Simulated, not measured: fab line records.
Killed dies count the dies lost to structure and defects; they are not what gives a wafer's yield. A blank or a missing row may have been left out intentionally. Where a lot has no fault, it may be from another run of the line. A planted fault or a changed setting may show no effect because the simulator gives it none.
fab line records	flow sky130
record lots=12	wafers=36	last-day=49
route steps=708 shown SONOS_TUNNEL@161 SONOS_ONO@183 POLY_GATE@227 LDD_N@247 PAD_OPEN@708
lots with no fault: from the same line, run without faults
start-h: hours from the record's opening day to when the first of the lot's shown wafers began	wait-h: hours since the lot's step before	" identical to the entry in the row above	L1.1+2: a single row standing in for several wafers	- value missing, or start not given	* or withheld: withheld	< > ~ a bound
route shown NAME@n: NAME is a module with steps in the file, n the number in the route of the first one	usual: average and standard deviation across the fault-free wafers	same: alike in all rows	chamber/n: place in a boat	sites: per-site readings	_std_site: standard deviation of those values	_edge_site: outer sites' mean less inner sites'	radius-mm: how far each site lies from the wafer's centre	mask NAME#n: copy n	behind: the tool/chamber that last shaped the wafer	hold: why the lot went on hold/how many hours it stayed there/how the hold came to an end	device: the transistor (n, p or np) that didn't switch	end of line: the route-end tests of the same wafers	for a step that has no rows: nothing shown but its recipe	killed: not the wafer's yield, but the dies lost to structure and defects at the first sort	map: shows each die of a wafer: x if killed, . if not, _ if none is there
set.NAME: the setting as run; set.NAME@STEP: as run at that earlier step	model.NAME: the simulator's own value behind a step, which no gauge read
steps of the route over a sample of lots; a table a step, a row a wafer
services: a tool's chamber out of use, with start hour (start-h, from the record's first day; less than 0 if before it), hours out, and reason
## steps
# step SKY_SONOS_TUNNEL_CD_MEAS_07
# recipe target-cd-nm=410
# usual cd-nm=410.3/2.1
lot.wafer	tool	chamber	start-h	wait-h	cd-nm
L490.1	cd-sem-01	-	246.47	0.1	410.5
L490.2	"	-	"	"	413.1
L490.4	"	-	"	"	413.8
L491.1	cd-sem-01	-	265.04	0.1	413.0
L491.4	"	-	"	"	409.9
L491.5	"	-	"	"	409.2
L492.1	cd-sem-02	-	273.57	0.1	410.5
L492.2	"	-	"	"	413.2
L492.4	"	-	"	"	408.6
L493.3	cd-sem-02	-	284.59	0.1	407.7
L493.4	"	-	"	"	409.8
L493.5	"	-	"	"	410.7
L495.1	cd-sem-01	-	289.37	0.1	413.0
L495.3	"	-	"	"	414.3
L495.4	"	-	"	"	410.8
L494.3	cd-sem-01	-	290.30	0.2	408.2
L494.4	"	-	"	"	410.5
L494.5	"	-	"	"	407.3
L496.2	cd-sem-01	-	301.06	0.1	408.2
L496.3	"	-	"	"	407.7
L496.6	"	-	"	"	409.0
L500.3	cd-sem-02	-	337.16	0.1	411.5
L500.4	"	-	"	"	411.3
L500.6	"	-	"	"	413.9
L502.1	cd-sem-02	-	350.28	0.1	409.8
L502.2	"	-	"	"	409.1
L502.6	"	-	"	"	408.5
L503.1	cd-sem-01	-	370.57	0.1	408.7
L503.2	"	-	"	"	409.2
L503.4	"	-	"	"	408.6
L504.3	cd-sem-02	-	376.72	0.1	412.9
L504.4	"	-	"	"	410.8
L504.6	"	-	"	"	413.0
L505.1	cd-sem-01	-	396.62	0.1	409.6
L505.3	"	-	"	"	407.2
L505.4	"	-	"	"	410.3
# step SKY_SONOS_ONO_ETCH_15
# recipe target-depth-nm=19.52	chemistry=CHF3/O2	source-w=600	bias-w=200	pressure-mtorr=40	chf3-flow-sccm=50	O2_flow_sccm=5	time-s=7.8
# usual chf3-flow-sccm=50.02/0.15	drypump-motor-current-A=5.6/0.52	oes-product-au=0.997/0.01	throttle-valve-pct=8.824/0.0093
lot.wafer	tool	chamber	start-h	wait-h	chf3-flow-sccm	drypump-motor-current-A	oes-product-au	rf-hours-counter-h	throttle-valve-pct
L490.1	rie-diel-04	2	277.53	0.0	49.91	5.5	0.978	7	8.825
L490.2	"	1	"	"	50.03	5.2	0.969	128	8.803
L490.4	"	0	"	"	50.20	5.3	0.987	58	8.826
L491.1	rie-diel-03	3	296.63	0.0	50.22	6.2	0.998	1	8.817
L491.4	"	2	"	"	49.95	5.9	1.013	10	8.831
L491.5	"	1	"	"	50.06	5.9	1.010	-	8.823
L492.1	rie-diel-01	2	303.56	0.0	50.08	6.0	0.989	20	8.831
L492.2	"	0	"	"	49.94	5.5	0.990	1	8.812
L492.4	"	1	"	"	50.06	5.0	1.006	75	8.822
L493.3	rie-diel-04	1	317.33	0.0	50.23	5.2	0.973	0	8.830
L493.4	"	2	"	"	49.97	5.6	0.992	8	8.809
L493.5	"	3	"	"	49.74	6.6	1.012	-	8.825
L495.1	rie-diel-04	3	319.38	0.0	49.85	6.5	1.018	2	8.834
L495.3	"	2	"	"	50.06	5.6	0.990	8	8.823
L495.4	"	1	"	"	50.05	5.2	0.973	0	8.817
L494.3	rie-diel-04	1	325.29	0.0	49.90	5.2	0.977	0	8.840
L494.4	"	2	"	"	50.25	5.6	0.987	8	8.809
L494.5	"	3	"	"	50.22	6.6	1.018	-	8.824
L496.2	rie-diel-04	3	334.83	0.0	50.04	6.6	1.020	2	8.828
L496.3	"	1	"	"	49.92	5.2	0.983	0	8.816
L496.6	"	0	"	"	49.96	5.3	1.002	-	8.828
L500.3	rie-diel-03	1	368.99	0.0	49.81	6.0	1.007	65	8.825
L500.4	"	0	"	"	50.18	5.2	0.995	74	8.798
L500.6	"	0	"	"	49.83	5.2	0.997	-	8.825
L502.1	rie-diel-01	0	385.91	0.0	50.22	5.5	0.998	2	8.829
L502.2	"	1	"	"	50.10	5.0	1.013	76	8.832
L502.6	"	1	"	"	49.97	4.9	1.002	-	8.805
L503.1	rie-diel-01	2	407.30	0.0	49.97	6.0	0.978	22	8.813
L503.2	"	1	"	"	50.07	5.0	1.004	77	8.828
L503.4	"	3	"	"	49.83	5.1	0.993	-	8.825
L504.3	rie-diel-01	3	412.56	0.0	49.98	5.1	0.996	1	8.825
L504.4	"	1	"	"	49.89	5.0	0.998	77	8.816
L504.6	"	0	"	"	50.13	5.5	0.998	-	8.806
L505.1	rie-diel-04	0	430.56	0.0	49.83	5.3	0.995	60	8.797
L505.3	"	2	"	"	49.94	5.6	0.994	10	8.818
L505.4	"	3	"	"	50.20	6.6	1.016	4	8.826
# step SKY_POLY_GATE_CD_MEAS_13
# recipe target-cd-nm=150
# usual cd-nm=149.4/1.4
lot.wafer	tool	chamber	start-h	wait-h	cd-nm
L490.1	cd-sem-02	-	365.05	-	150.3
L490.2	"	-	"	"	151.1
L490.4	"	-	"	"	149.9
L491.1	cd-sem-01	-	386.10	-	151.2
L491.4	"	-	"	"	151.3
L491.5	"	-	"	"	152.0
L492.1	cd-sem-02	-	395.78	-	149.8
L492.2	"	-	"	"	149.4
L492.4	"	-	"	"	149.6
L493.3	cd-sem-02	-	412.16	-	147.8
L493.4	"	-	"	"	146.9
L493.5	"	-	"	"	146.7
L495.1	cd-sem-02	-	412.47	-	149.9
L495.3	"	-	"	"	150.6
L495.4	"	-	"	"	151.9
L494.3	cd-sem-02	-	420.94	-	148.7
L494.4	"	-	"	"	148.9
L494.5	"	-	"	"	148.8
L496.2	cd-sem-02	-	430.77	-	151.0
L496.3	"	-	"	"	151.2
L496.6	"	-	"	"	150.5
L500.3	cd-sem-01	-	467.11	-	149.3
L500.4	"	-	"	"	147.8
L500.6	"	-	"	"	148.9
L502.1	cd-sem-01	-	482.65	-	151.0
L502.2	"	-	"	"	152.3
L502.6	"	-	"	"	151.3
L503.1	cd-sem-01	-	506.50	-	150.0
L503.2	"	-	"	"	150.6
L503.4	"	-	"	"	149.6
L504.3	cd-sem-02	-	516.77	-	148.3
L504.4	"	-	"	"	149.0
L504.6	"	-	"	"	149.3
L505.1	cd-sem-01	-	535.43	-	150.5
L505.3	"	-	"	"	150.2
L505.4	"	-	"	"	150.0
# step SKY_LDD_N_IMPLANT_10
# recipe species=As	energy-kev=20	dose-cm2=7.5e+13	tilt-deg=withheld	rotation-deg=203
# usual implant-ion-amu=75/0	rotation-deg=203.00/0.048
lot.wafer	tool	chamber	start-h	wait-h	implant-ion-amu	rotation-deg
L490.1	implanter-03	0	397.51	0.1	75	203.05
L490.2	"	0	"	"	75	203.07
L490.4	"	0	"	"	75	203.06
L491.1	implanter-01	0	418.81	0.1	75	203.00
L491.4	"	0	"	"	75	203.05
L491.5	"	0	"	"	75	203.01
L492.1	implanter-03	0	427.81	0.1	75	202.90
L492.2	"	0	"	"	75	202.99
L492.4	"	0	"	"	75	202.94
L493.3	implanter-03	0	445.52	0.1	75	202.95
L493.4	"	0	"	"	75	202.98
L493.5	"	0	"	"	75	203.05
L495.1	implanter-01	0	446.77	0.1	75	202.93
L495.3	"	0	"	"	75	202.98
L495.4	"	0	"	"	75	203.02
L494.3	implanter-03	0	454.74	0.1	75	202.99
L494.4	"	0	"	"	75	203.03
L494.5	"	0	"	"	75	203.09
L496.2	implanter-03	0	465.81	0.1	75	203.00
L496.3	"	0	"	"	75	203.07
L496.6	"	0	"	"	75	203.04
L500.3	implanter-03	0	506.46	0.1	75	203.02
L500.4	"	0	"	"	75	202.99
L500.6	"	0	"	"	75	202.95
L502.1	implanter-03	0	515.64	0.1	31	202.97
L502.2	"	0	"	"	31	202.96
L502.6	"	0	"	"	31	203.02
L503.1	implanter-03	0	539.47	0.1	31	202.94
L503.2	"	0	"	"	31	202.97
L503.4	"	0	"	"	31	203.00
L504.3	implanter-02	0	551.21	0.1	31	203.01
L504.4	"	0	"	"	31	203.11
L504.6	"	0	"	"	31	203.01
L505.1	implanter-03	0	568.19	0.1	31	202.95
L505.3	"	0	"	"	31	203.05
L505.4	"	0	"	"	31	203.02
# step SKY_LDD_N_STRIP_16
# recipe chemistry=O2/N2	power-w=1400	pressure-mtorr=1500	platen-temp-c=withheld	o2-flow-sccm=3000	n2-flow-sccm=300	overash-fraction=0.5
# usual drypump-motor-current-A=5.2/0.31	oes-product-au=0.406/0.0048	strip-time-to-endpoint-s=4.312/0.013
lot.wafer	tool	chamber	start-h	wait-h	drypump-motor-current-A	oes-product-au	rf-hours-counter-h	strip-time-to-endpoint-s
L490.1	plasma-asher-02	1	398.41	0.1	5.6	0.413	28	4.290
L490.2	"	0	"	"	5.1	0.413	28	4.284
L490.4	"	1	"	"	5.6	0.408	-	4.295
L491.1	plasma-asher-04	0	419.71	0.1	5.2	0.410	73	4.333
L491.4	"	0	"	"	5.1	0.412	-	4.325
L491.5	"	0	"	"	5.2	0.410	-	4.321
L492.1	plasma-asher-01	0	428.71	0.1	5.7	0.403	60	4.305
L492.2	"	1	"	"	4.8	0.405	60	4.331
L492.4	"	1	"	"	4.8	0.407	-	4.318
L493.3	plasma-asher-04	1	446.40	0.1	4.9	0.405	-	4.323
L493.4	"	0	"	"	5.2	0.417	-	4.297
L493.5	"	1	"	"	4.9	0.408	-	4.321
L495.1	plasma-asher-02	0	447.67	0.1	5.1	0.411	33	4.310
L495.3	"	1	"	"	5.6	0.407	-	4.302
L495.4	"	0	"	"	5.1	0.407	-	4.308
L494.3	plasma-asher-01	1	455.62	0.1	4.8	0.400	-	4.312
L494.4	"	0	"	"	5.7	0.413	-	4.305
L494.5	"	1	"	"	4.8	0.414	-	4.317
L496.2	plasma-asher-02	1	466.69	0.1	5.6	0.417	36	4.316
L496.3	"	0	"	"	5.1	0.399	-	4.310
L496.6	"	0	"	"	5.1	0.407	-	4.315
L500.3	plasma-asher-02	0	507.34	0.1	5.1	0.404	-	4.315
L500.4	"	1	"	"	5.6	0.405	-	4.297
L500.6	"	1	"	"	5.6	0.407	-	4.306
L502.1	plasma-asher-02	1	516.54	0.1	5.6	0.403	40	4.212
L502.2	"	0	"	"	5.1	0.405	40	4.222
L502.6	"	1	"	"	5.6	0.403	-	4.200
L503.1	plasma-asher-04	0	540.37	0.1	5.2	0.409	12	4.252
L503.2	"	1	"	"	4.9	0.408	12	4.239
L503.4	"	1	"	"	4.9	0.410	-	4.230
L504.3	plasma-asher-04	0	552.09	0.1	5.2	0.407	-	4.217
L504.4	"	1	"	"	4.9	0.408	-	4.214
L504.6	"	1	"	"	4.9	0.413	-	4.228
L505.1	plasma-asher-01	1	569.09	0.1	4.8	0.408	76	4.226
L505.3	"	1	"	"	4.8	0.414	-	4.231
L505.4	"	0	"	"	5.7	0.405	-	4.220
# step SKY_PAD_OPEN_PROBE_99
# usual killed_at_M0_to_M3=44/7.4	killed_at_M4_up=3.1/1.8	killed-at-contacts=25/6	killed-at-front-end=15/4.4	killed-at-other=0.3/0.49	killed-dies=88/10	killed-open=48/7.4	killed-short=39/6.3
# same gross-dies=492	killed-at-back-side=0
lot.wafer	tool	chamber	start-h	wait-h	killed_at_M0_to_M3	killed_at_M4_up	killed-at-contacts	killed-at-front-end	killed-at-other	killed-dies	killed-open	killed-short
L502.1	prober-02	-	1156.21	0.1	45	7	31	11	0	94	50	44
L503.1	prober-01	-	1171.17	0.1	45	2	29	11	0	87	57	30
L503.2	prober-01	-	1171.22	0.1	32	2	25	18	0	77	43	34
L503.4	prober-01	-	1171.32	0.2	25	5	24	14	0	68	32	36
# killed by level:class
L502.1 LI_CONTACT:geometric-particle:open=9 VIA1:geometric-particle:open=8 CONTACT:geometric-particle:open=8 METAL1:geometric-particle:short=7 VIA3:geometric-particle:open=7 METAL4:geometric-particle:short=6 CONTACT:geometric-particle:short=6 VIA1:geometric-particle:short=6
L503.1 LI_CONTACT:geometric-particle:open=13 VIA1:geometric-particle:open=12 CONTACT:geometric-particle:open=11 METAL1:geometric-particle:short=7 VIA3:geometric-particle:open=6 VIA2:geometric-particle:open=5 METAL3:geometric-particle:short=5 VIA1:geometric-particle:short=4
L503.2 LI_CONTACT:geometric-particle:open=8 CONTACT:geometric-particle:open=8 POLY_GATE:geometric-particle:open=7 VIA2:geometric-particle:open=6 POLY_GATE:geometric-particle:short=5 METAL3:geometric-particle:short=5 METAL1:geometric-particle:short=4 VIA1:geometric-particle:open=4
L503.4 CONTACT:geometric-particle:short=9 LI_CONTACT:geometric-particle:open=7 CONTACT:geometric-particle:open=7 POLY_GATE:geometric-particle:open=5 METAL2:geometric-particle:short=5 VIA1:geometric-particle:open=4 METAL4:geometric-particle:short=4 VIA1:geometric-particle:short=3
## services
tool	chamber	start-h	hours	kind
plasma-asher-04	-	255.43	2.8	repair
implanter-03	-	257.49	1.1	repair
rie-diel-01	-	259.55	0.5	repair
implanter-03	-	260.82	3.6	repair
rie-diel-01	3	279.13	2.1	repair
rie-diel-04	-	299.96	14.6	pm
plasma-asher-04	-	311.42	5.7	repair
plasma-asher-02	-	318.74	1.2	repair
implanter-03	-	330.43	5.0	pm
rie-diel-01	0	346.21	2.2	repair
implanter-03	-	349.19	4.9	pm
rie-diel-01	0	353.77	14.3	repair
rie-diel-01	2	375.26	22.4	repair
plasma-asher-02	-	395.60	0.8	repair
rie-diel-01	0	403.68	4.7	repair
plasma-asher-04	-	421.25	9.0	pm
rie-diel-04	0	421.31	2.7	repair
rie-diel-01	-	456.38	4.2	repair
rie-diel-04	0	487.10	97.2	repair
rie-diel-04	1	492.32	14.7	repair
implanter-03	-	529.39	4.4	repair
rie-diel-04	1	529.66	2.7	repair
plasma-asher-02	-	532.36	11.8	pm
implanter-03	-	557.31	3.7	repair
## key
first-sign step=SKY_LDD_N_IMPLANT_10	reading=implant-ion-amu	direction=down	sigmas=99+	usual=75	struck=31
effect step=SKY_LDD_N_STRIP_16	reading=strip-time-to-endpoint-s	direction=down	sigmas=6.6	usual=*	struck=*
met-at SKY_LDD_N_IMPLANT_10
struck-lots L502,L503,L504,L505
tester-left-out L502,L503,L504,L505
not-acting-at SKY_SONOS_TUNNEL_CD_MEAS_07,SKY_SONOS_ONO_ETCH_15,SKY_POLY_GATE_CD_MEAS_13
onset-between 506.46 515.64
fault kind=wrong-recipe-download	tool=implanter-01,implanter-02,implanter-03	chamber=-	onset-h=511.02	steps=SKY_LDD_N_IMPLANT_10	wrong-recipe.not-listed=1
# tester-left-out: of these lots the tester's yield and bins aren't shown, on N5 and GAA mostly nor the transistor test; their killed dies are dies lost to structure and defects alone, not to doping, threshold or leakage, so they don't give the yield
